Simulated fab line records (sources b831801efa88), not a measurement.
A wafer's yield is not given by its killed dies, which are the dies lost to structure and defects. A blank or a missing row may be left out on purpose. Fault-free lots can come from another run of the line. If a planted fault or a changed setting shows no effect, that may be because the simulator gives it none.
A struck lot beside a sound one / flow sky130 / 18 out of 708 route steps
Sound: the wafers L886.3, L886.4, L886.6. Struck: wafers L876.4, L876.5 (left out: L876.3, a lot-mate that was not struck); the cause follows at the end.
Per side, at each step with rows, come the tool, then ch with its chambers, and then its first start. Under that, the readings that differ: sound wafers / struck wafers / difference of the means / sigmas: that difference in standard deviations of wafers without a fault.
alike: readings with means less than 2 such deviations apart, plus words and numbers identical on both sides. not compared: withheld readings, readings lacking a value on some wafer, bounds such as >300 that could conceal the same value, and numbers that have no deviation in the record and whose values overlap.
Wherever a step has rows on one side only, a row that says differs or no value, or a row with sigmas, the two part there. Numbers that don't overlap but have no deviation are shown without sigmas and don't part them. A reading missing from all wafers of one side parts the sides only when that side holds two or more wafers.

first, 3 steps without rows for these wafers: SKY_VIA1_EXPOSE_09 (exposes mask VIM, target cd 150 nm); SKY_VIA1_PEB_10; SKY_VIA1_DEVELOP_11 (develop time 60 s).
SKY_VIA1_CD_MEAS_12: target cd 150 nm.
  struck on cd-sem-01, day 36 09:08; sound on cd-sem-02, day 39 10:41
  alike: cd-nm
SKY_VIA1_OVL_MEAS_13:
  struck on overlay-02, day 36 09:13; sound on overlay-01, day 39 10:47
  alike: VIA1_OVL
SKY_VIA1_ETCH_14: etches BARC in N2/H2, stops on SiO2, time 45.9 s, target depth 60 nm.
  sound on rie-diel-02 ch 1,3, day 39 10:49; struck on rie-diel-02 ch 2,3, day 36 09:14
  alike: chamber-pressure-mTorr, drypump-motor-current-A, oes-product-au, rf-fwd-power-W, throttle-valve-pct
  not compared: rf-hours-counter-h
SKY_VIA1_ETCH_15: etches SiO2 in C4F8/O2/Ar, stops on TiN, target depth 351 nm, time 54 s.
  sound on rie-diel-02 ch 1,3, day 39 10:51; struck on rie-diel-02 ch 2,3, day 36 09:17
  alike: chamber-pressure-mTorr, oes-product-au, rf-fwd-power-W
  not compared: rf-hours-counter-h
SKY_VIA1_STRIP_16: strips in O2/N2.
  sound on plasma-asher-02 ch 0,1, day 39 10:56; struck on plasma-asher-02 ch 0,1, day 36 09:22
  alike: chamber-pressure-mTorr, drypump-motor-current-A, oes-product-au, strip-time-to-endpoint-s
  not compared: rf-hours-counter-h
then, 3 steps without rows for these wafers: SKY_VIA1_STRIP_17 (strips in post etch residue remover, time 1200 s); SKY_VIA1_CLEAN_18 (cleans in IPA, time 180 s); SKY_VIA1_CLEAN_19 (cleans in O3/DIW).
SKY_VIA1_SPUTTER_20: material TiN, target thk 20 nm, time 80 s.
  struck on pvd-sputter-04, day 36 09:55; sound on pvd-sputter-04, day 39 11:30
  alike: throttle-valve-pct
SKY_VIA1_CVD_21: deposits W, target thk 270 nm, time 80.902 s.
  sound on cvd-w-01 ch 0,1, day 39 11:36; struck on cvd-w-01 ch 1, day 36 10:01
reading=model.W_of_VIA1_CVD_21.thk-nm (nm); sound=271.5 281.1 269.4; struck=181.5 180.2; difference=-93.2; sigmas=
  alike: heater-power-w, susceptor-temp-C
SKY_VIA1_RS_MEAS_22: measures by four-point-probe.
  struck on film-metro-04, day 36 10:07; sound on film-metro-04, day 39 11:42
reading=VIA1_W_RS (ohm/sq); sound=0.424 0.410 0.428; struck=0.640 0.643; difference=+0.221; sigmas=+31
SKY_VIA1_THK_MEAS_23: measures by xrf.
  struck on film-metro-04, day 36 10:13; sound on film-metro-04, day 39 11:48
reading=VIA1_W_THK (nm); sound=277 286 275; struck=183 181; difference=-97; sigmas=-19
SKY_VIA1_CMP_24: polishes, stops on SiO2, t overpolish 15 s, target thk 0 nm.
  sound on cmp-02 ch 1,2, day 39 11:50; struck on cmp-02 ch 2, day 36 10:16
reading=time-to-endpoint-s (s); sound=68.9 67.7 68.9; struck=44.6 46.3; difference=-23.0; sigmas=-9
  alike: motor-current-A
SKY_METAL2_SPUTTER_00: material Ti, target thk 15 nm, time 10 s.
  struck on pvd-sputter-03, day 36 10:34; sound on pvd-sputter-03, day 39 12:08
  alike: throttle-valve-pct
SKY_PAD_OPEN_PROBE_99:
  the record holds rows for the sound wafers here (prober-02, day 49 22:17) but none for the struck ones

## WHERE THEY PART
Last at SKY_PAD_OPEN_PROBE_99 as far as this record goes, first at SKY_VIA1_RS_MEAS_22.

WHY: what had been put in by the simulator
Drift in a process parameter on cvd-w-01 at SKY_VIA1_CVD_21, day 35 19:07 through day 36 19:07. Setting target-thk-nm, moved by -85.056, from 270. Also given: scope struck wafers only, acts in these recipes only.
